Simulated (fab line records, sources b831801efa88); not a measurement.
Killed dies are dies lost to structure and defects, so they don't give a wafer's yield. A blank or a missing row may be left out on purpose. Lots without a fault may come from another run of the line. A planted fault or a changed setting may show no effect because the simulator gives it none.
fab line records | flow sky130
record lots=14 wafers=42 last_day=50
route steps=708 shown POLY_GATE@228 LDD_LDN@291 POLY_CUT@316
lots that met no fault: from a run of the same line without faults
start_h: hours from the record's first day to the start of the lot's first wafer shown | wait_h: hours since the lot's step before | " the same as in the row above | L1.1+2: a row that stands for several wafers | - no value, or no start given | * or withheld: withheld | < > ~ a bound
route shown NAME@n: a module of which the file shows steps, and the number in the route of the first | usual: mean/standard deviation of fault-free wafers | same: alike in all rows | chamber/n: place in a boat | sites: the reading at each site | _std_site: their standard deviation | _edge_site: outer sites' mean less inner sites' | radius_mm: how far each site lies from the wafer's centre | mask NAME#n: copy n | behind: the tool/chamber that last shaped the wafer | hold: why the lot was held/for how many hours/how that ended | device: the transistor (n, p or np) that didn't switch | end of line: the same wafers' tests at the end of the route | a step without rows: its recipe alone | killed: dies lost to structure and defects at the first sort, not the wafer's yield | map: a wafer's dies, x killed, . not, _ none there
set.NAME: the setting as run; set.NAME@STEP: as run at that earlier step | model.NAME: the simulator's own value behind a step, which no gauge read
steps of the route over a sample of lots; a table a step, a row a wafer
services: from which hour (start_h, from the record's first day; less than 0 if before it) a tool's chamber was out of use, for how many hours, and why
## steps
# step SKY_POLY_GATE_OVL_MEAS_14
# usual POLY_GATE_OVL=-2/4.5
# columns lot.wafer tool chamber start_h wait_h POLY_GATE_OVL[nm]
L450.1 overlay-01 - 371.20 0.1 4
L450.2 " - " " 1
L450.5 " - " " 3
L451.2 overlay-01 - 378.03 0.1 -5
L451.3 " - " " -2
L451.4 " - " " -2
L453.2 overlay-01 - 407.32 0.1 6
L453.3 " - " " -2
L453.5 " - " " 0
L454.2 overlay-01 - 418.48 0.1 -1
L454.3 " - " " 4
L454.5 " - " " 1
L456.3 overlay-01 - 424.81 0.1 -7
L456.4 " - " " -1
L456.5 " - " " -5
L457.3 overlay-02 - 438.03 0.1 9
L457.4 " - " " -2
L457.6 " - " " 5
L458.2 overlay-01 - 449.48 0.1 -11
L458.3 " - " " -7
L458.5 " - " " -3
L459.1 overlay-02 - 464.77 0.1 -15
L459.5 " - " " -9
L459.6 " - " " -5
L460.1 overlay-01 - 471.25 0.1 -4
L460.3 " - " " -4
L460.5 " - " " -1
L461.1 overlay-02 - 479.37 0.1 -1
L461.4 " - " " -10
L461.6 " - " " -7
L463.1 overlay-02 - 489.57 0.1 -8
L463.3 " - " " -3
L463.6 " - " " -5
L464.2 overlay-02 - 509.72 0.1 -6
L464.3 " - " " -6
L464.4 " - " " -9
L465.2 overlay-01 - 510.33 0.1 6
L465.5 " - " " -4
L465.6 " - " " -4
L472.1 overlay-01 - 561.62 0.1 -3
L472.5 " - " " -4
L472.6 " - " " -4
# step SKY_POLY_GATE_STRIP_18
# recipe chemistry=O2/N2 power_w=1400 pressure_mtorr=1500 platen_temp_c=withheld o2_flow_sccm=3000 n2_flow_sccm=300 overash_fraction=0.5
# usual drypump_motor_current_A=5.83/0.27 oes_product_au=0.361/0.0053 strip_time_to_endpoint_s=3.17/0.054
# columns lot.wafer tool chamber start_h wait_h drypump_motor_current_A oes_product_au rf_hours_counter_h strip_time_to_endpoint_s
L450.1 plasma_asher-04 1 371.47 0.0 5.67 0.363 18 3.19
L450.2 " 0 " " 5.99 0.362 18 3.17
L450.5 " 0 " " 5.99 0.362 - 3.24
L451.2 plasma_asher-01 0 378.30 0.0 6.34 0.366 66 3.23
L451.3 " 1 " " 5.38 0.355 - 3.24
L451.4 " 0 " " 6.35 0.369 - 3.11
L453.2 plasma_asher-04 1 407.59 0.0 5.69 0.368 21 3.15
L453.3 " 1 " " 5.65 0.353 - 3.12
L453.5 " 1 " " 5.67 0.357 - 3.13
L454.2 plasma_asher-04 1 418.74 0.0 5.67 0.354 22 3.14
L454.3 " 1 " " 5.68 0.362 - 3.16
L454.5 " 0 " " 5.97 0.360 - 3.20
L456.3 plasma_asher-04 0 425.10 0.1 5.97 0.357 - 3.18
L456.4 " 1 " " 5.70 0.373 - 3.19
L456.5 " 1 " " 5.69 0.355 - 3.10
L457.3 plasma_asher-04 0 438.32 0.1 5.97 0.361 - 3.11
L457.4 " 1 " " 5.67 0.358 - 3.19
L457.6 " 0 " " 5.97 0.367 - 3.18
L458.2 plasma_asher-04 0 449.75 0.0 5.99 0.356 25 3.06
L458.3 " 1 " " 5.66 0.365 - 3.22
L458.5 " 0 " " 5.96 0.362 - 3.15
L459.1 plasma_asher-01 1 465.04 0.0 5.41 0.363 75 3.15
L459.5 " 0 " " 6.35 0.365 - 3.22
L459.6 " 1 " " 5.43 0.367 - 3.22
L460.1 plasma_asher-04 1 471.52 0.0 5.68 0.374 28 3.16
L460.3 " 1 " " 5.69 0.367 - 3.18
L460.5 " 1 " " 5.67 0.360 - 3.11
L461.1 plasma_asher-04 0 479.65 0.0 5.98 0.364 29 3.22
L461.4 " 1 " " 5.71 0.348 - 3.05
L461.6 " 1 " " 5.66 0.350 - 3.09
L463.1 plasma_asher-04 1 489.85 0.0 5.69 0.358 30 3.25
L463.3 " 1 " " 5.69 0.364 - 3.17
L463.6 " 1 " " 5.71 0.357 - 3.18
L464.2 plasma_asher-02 0 509.99 0.0 5.59 0.360 7 3.10
L464.3 " 1 " " 5.76 0.355 - 3.16
L464.4 " 0 " " 5.59 0.364 - 3.25
L465.2 plasma_asher-04 1 510.60 0.0 5.64 0.353 32 3.09
L465.5 " 0 " " 6.01 0.361 - 3.10
L465.6 " 1 " " 5.69 0.361 - 3.16
L472.1 plasma_asher-04 1 561.89 0.0 5.65 0.363 37 3.14
L472.5 " 0 " " 6.00 0.369 - 3.19
L472.6 " 1 " " 5.64 0.360 - 3.21
# step SKY_LDD_LDN_COAT_02
# recipe resist=NOVOLAK spin_rpm=3000 resist_thk_nm=1140
# columns lot.wafer tool chamber start_h wait_h
L450.1+2+5 litho_track-04 0 513.18 0.1
L451.2+3+4 litho_track-02 0 521.35 0.1
L453.2+3+5 litho_track-02 0 551.00 0.1
L454.2+3+5 litho_track-02 0 562.25 0.1
L456.3+4+5 litho_track-04 0 569.93 0.1
L457.3+4+6 litho_track-01 0 580.10 0.1
L458.2+3+5 litho_track-01 0 589.52 0.1
L459.1+5+6 litho_track-02 0 604.93 0.1
L460.1+3+5 litho_track-02 0 614.08 0.1
L461.1+4+6 litho_track-01 0 619.20 0.1
L463.1+3+6 litho_track-01 0 630.45 0.1
L464.2+3+4 litho_track-01 0 647.67 0.1
L465.2+5+6 litho_track-02 0 648.60 0.1
L472.1+5+6 litho_track-02 0 698.13 0.1
# step SKY_LDD_LDN_STRIP_12
# recipe chemistry=O2/N2 power_w=1400 pressure_mtorr=1500 platen_temp_c=withheld o2_flow_sccm=3000 n2_flow_sccm=300 overash_fraction=0.5
# usual drypump_motor_current_A=5.7/0.34 oes_product_au=0.715/0.0043 strip_time_to_endpoint_s=14.17/0.042
# columns lot.wafer tool chamber start_h wait_h drypump_motor_current_A oes_product_au rf_hours_counter_h strip_time_to_endpoint_s
L450.1 plasma_asher-02 1 528.98 0.1 5.8 0.711 10 14.18
L450.2 " 0 " " 5.6 0.715 10 14.17
L450.5 " 1 " " 5.8 0.713 - 14.15
L451.2 plasma_asher-02 1 536.86 0.1 5.8 0.717 10 14.22
L451.3 " 1 " " 5.8 0.718 - 14.24
L451.4 " 0 " " 5.6 0.717 - 14.26
L453.2 plasma_asher-03 0 566.96 0.1 5.1 0.705 78 14.18
L453.3 " 0 " " 5.1 0.718 - 14.14
L453.5 " 0 " " 5.1 0.712 - 14.16
L454.2 plasma_asher-03 1 577.86 0.1 6.0 0.720 80 14.16
L454.3 " 1 " " 6.0 0.716 - 14.15
L454.5 " 1 " " 6.0 0.712 - 14.17
L456.3 plasma_asher-04 1 585.91 0.1 5.7 0.707 - 14.14
L456.4 " 0 " " 6.0 0.712 - 14.16
L456.5 " 1 " " 5.7 0.716 - 14.16
L457.3 plasma_asher-04 1 596.25 0.1 5.7 0.724 - 14.20
L457.4 " 0 " " 6.0 0.720 - 14.20
L457.6 " 0 " " 6.0 0.716 - 14.19
L458.2 plasma_asher-04 0 604.92 0.1 6.0 0.710 42 14.10
L458.3 " 0 " " 6.0 0.715 - 14.10
L458.5 " 1 " " 5.7 0.720 - 14.18
L459.1 plasma_asher-04 1 620.87 0.1 5.7 0.719 43 14.24
L459.5 " 0 " " 6.0 0.719 - 14.19
L459.6 " 1 " " 5.7 0.711 - 14.19
L460.1 plasma_asher-02 0 629.58 0.1 5.6 0.717 20 14.13
L460.3 " 1 " " 5.8 0.725 - 14.17
L460.5 " 1 " " 5.8 0.719 - 14.13
L461.1 plasma_asher-04 0 634.16 0.1 6.0 0.715 44 14.18
L461.4 " 1 " " 5.7 0.710 - 14.13
L461.6 " 0 " " 6.0 0.712 - 14.13
L463.1 plasma_asher-02 0 645.62 0.1 5.6 0.461 21 5.39
L463.3 " 1 " " 5.8 0.456 - 5.39
L463.6 " 0 " " 5.6 0.457 - 5.40
L464.2 plasma_asher-04 0 662.73 0.1 6.0 0.462 47 5.40
L464.3 " 1 " " 5.7 0.458 - 5.41
L464.4 " 0 " " 6.0 0.463 - 5.40
L465.2 plasma_asher-03 1 664.22 0.1 6.0 0.712 88 14.14
L465.5 " 1 " " 6.0 0.709 - 14.19
L465.6 " 0 " " 5.1 0.715 - 14.18
L472.1 plasma_asher-04 0 712.72 0.1 6.0 0.715 52 14.18
L472.5 " 0 " " 6.0 0.720 - 14.17
L472.6 " 1 " " 5.6 0.717 - 14.17
# step SKY_POLY_CUT_OVL_MEAS_09
# usual POLY_CUT_OVL=-4/5.7
# columns lot.wafer tool chamber start_h wait_h POLY_CUT_OVL[nm]
L450.1 overlay-02 - 563.07 0.1 -8
L450.2 " - " " 0
L450.5 " - " " -14
L451.2 overlay-01 - 568.11 0.1 -6
L451.3 " - " " 1
L451.4 " - " " -9
L453.2 overlay-02 - 599.60 0.1 2
L453.3 " - " " 1
L453.5 " - " " 4
L454.2 overlay-02 - 609.83 0.1 -5
L454.3 " - " " -10
L454.5 " - " " -6
L456.3 overlay-01 - 618.08 0.1 -6
L456.4 " - " " 3
L456.5 " - " " 8
L457.3 overlay-01 - 628.21 0.1 -9
L457.4 " - " " -14
L457.6 " - " " -10
L458.2 overlay-01 - 636.05 0.1 -1
L458.3 " - " " -10
L458.5 " - " " -6
L459.1 overlay-01 - 653.22 0.1 14
L459.5 " - " " 16
L459.6 " - " " -2
L460.1 overlay-01 - 660.25 0.1 -8
L460.3 " - " " -8
L460.5 " - " " -6
L461.1 overlay-01 - 665.70 0.1 0
L461.4 " - " " -6
L461.6 " - " " 2
L463.1 overlay-01 - 676.50 0.1 -3
L463.3 " - " " -4
L463.6 " - " " -4
L464.2 overlay-01 - 694.05 0.1 -5
L464.3 " - " " -1
L464.4 " - " " -1
L465.2 overlay-02 - 699.80 0.1 -8
L465.5 " - " " 2
L465.6 " - " " -4
L472.1 overlay-02 - 743.00 0.1 -5
L472.5 " - " " -6
L472.6 " - " " -2
## services
# columns tool chamber start_h hours kind
plasma_asher-04 - 352.44 2.8 pm
plasma_asher-02 - 421.25 9.0 pm
plasma_asher-02 0 421.25 9.0 vent_cycle
plasma_asher-02 1 421.25 9.0 vent_cycle
plasma_asher-02 0 430.25 - clean
plasma_asher-02 1 430.25 - clean
plasma_asher-03 - 484.67 0.5 repair
litho_track-01 - 545.01 - consumable_replace:filter
litho_track-02 - 552.41 - consumable_replace:filter
plasma_asher-01 - 573.90 4.4 repair
plasma_asher-01 - 587.94 4.5 repair
plasma_asher-01 - 710.02 0.7 repair
## key
first_sign step=SKY_LDD_LDN_STRIP_12 reading=strip_time_to_endpoint_s direction=down sigmas=99+ usual=* struck=*
effect step=SKY_LDD_LDN_STRIP_12 reading=oes_product_au direction=down sigmas=60 usual=0.715 struck=0.460
met_at SKY_LDD_LDN_COAT_02
struck_lots L463,L464
sort_left_out L463.1,L463.3,L463.6,L464.2,L464.3,L464.4
tester_left_out L463,L464
not_acting_at SKY_POLY_GATE_OVL_MEAS_14,SKY_POLY_GATE_STRIP_18,SKY_POLY_CUT_OVL_MEAS_09
onset_between 619.20 630.45
fault kind=process_parameter_drift tool=litho_track-01 chamber=- onset_h=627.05 steps=SKY_LDD_LDN_COAT_02 channel=resist_thk_nm offset=-740.8 shape=step end_h=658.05 acts_in=these_recipes_only stated=1140
# tester_left_out: of these lots the tester's yield and bins aren't shown, on N5 and GAA mostly nor the transistor test; their killed dies are dies lost to structure and defects alone, not to doping, threshold or leakage, so they don't give the yield
# sort_left_out: the simulated sort isn't trusted on such a fault, so these wafers' sort isn't shown, and their yield isn't known
